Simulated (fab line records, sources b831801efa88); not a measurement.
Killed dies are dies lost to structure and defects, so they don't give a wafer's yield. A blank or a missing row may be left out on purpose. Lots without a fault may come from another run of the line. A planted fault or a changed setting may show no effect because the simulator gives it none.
Which tool did it? | flow sfq_line | 14 lots, 42 wafers sampled, at 1 step of a route of 325

WHAT THE GAUGES READ, wafer by wafer
The record holds no reading of a measuring or inspecting step that can be judged against a usual standard deviation.

WHICH TOOL RAN EACH LOT (tool, then ch and the chambers of the sampled wafers, then the start)
lot  | SFQ_TRILAYER_M6_LITHO_COAT_159
L312 | litho_track-04 ch 0, day 74 01:44
L314 | litho_track-03 ch 0, day 74 21:10
L316 | litho_track-01 ch 0, day 75 00:44
L317 | litho_track-01 ch 0, day 75 05:18
L319 | litho_track-04 ch 0, day 75 09:55
L324 | litho_track-01 ch 0, day 75 21:56
L325 | litho_track-01 ch 0, day 75 23:17
L327 | litho_track-04 ch 0, day 78 19:19
L328 | litho_track-01 ch 0, day 83 01:13
L331 | litho_track-01 ch 0, day 84 20:25
L332 | litho_track-01 ch 0, day 85 05:34
L333 | litho_track-03 ch 0, day 85 10:27
L334 | litho_track-03 ch 0, day 85 13:46
L335 | litho_track-03 ch 0, day 85 15:09
- SFQ_TRILAYER_M6_LITHO_COAT_159: resist thk 600 nm.

WHAT THE TOOLS THEMSELVES READ (means of the sampled wafers that have a number; where no wafer has one, the mark that the record gives instead)
SFQ_TRILAYER_M6_LITHO_COAT_159. Usual: resist_line_temp_C 23.01 C, standard deviation 0.096; spin_speed_rpm 3000.0 rpm, standard deviation 1.7.
lot  | tool           | resist_line_temp_C (C) | spin_speed_rpm (rpm) | flag
L312 | litho_track-04 | 22.92                  | 3000.0               |
L314 | litho_track-03 | 23.08                  | 2999.6               |
L316 | litho_track-01 | 22.98                  | 2997.1               |
L317 | litho_track-01 | 23.02                  | 2999.1               |
L319 | litho_track-04 | 23.03                  | 3000.1               |
L324 | litho_track-01 | 22.94                  | 3058.9               | OFF
L325 | litho_track-01 | 23.09                  | 3057.3               | OFF
L327 | litho_track-04 | 23.02                  | 3001.4               |
L328 | litho_track-01 | 22.88                  | 3000.4               |
L331 | litho_track-01 | 23.08                  | 3000.1               |
L332 | litho_track-01 | 22.93                  | 2999.6               |
L333 | litho_track-03 | 23.09                  | 3001.2               |
L334 | litho_track-03 | 22.99                  | 3002.9               |
L335 | litho_track-03 | 23.10                  | 3000.0               |

THE ANSWER, worked out from the rows above alone
Rule: a lot is off if the mean of its wafers that have a number lies more than 3 standard deviations from the usual mean. A lot without any number at a reading at which 4 lots or more have one is off too. The other lots that the step has rows for count as sound. The gauges are gone through in route order, then the tools' own readings, and for those a lot's mean is taken as printed above. The first step at which some lot is off is used, and at that step the reading that is off furthest; a lot without a number counts as furthest.
Off: L324, L325, at SFQ_TRILAYER_M6_LITHO_COAT_159 (spin_speed_rpm).
A tool fits if, at that step or a process step before it, it ran every lot that is off, and no sound lot after the first of them. None of those tried fits.

WHAT THE SIMULATOR HAD PUT IN
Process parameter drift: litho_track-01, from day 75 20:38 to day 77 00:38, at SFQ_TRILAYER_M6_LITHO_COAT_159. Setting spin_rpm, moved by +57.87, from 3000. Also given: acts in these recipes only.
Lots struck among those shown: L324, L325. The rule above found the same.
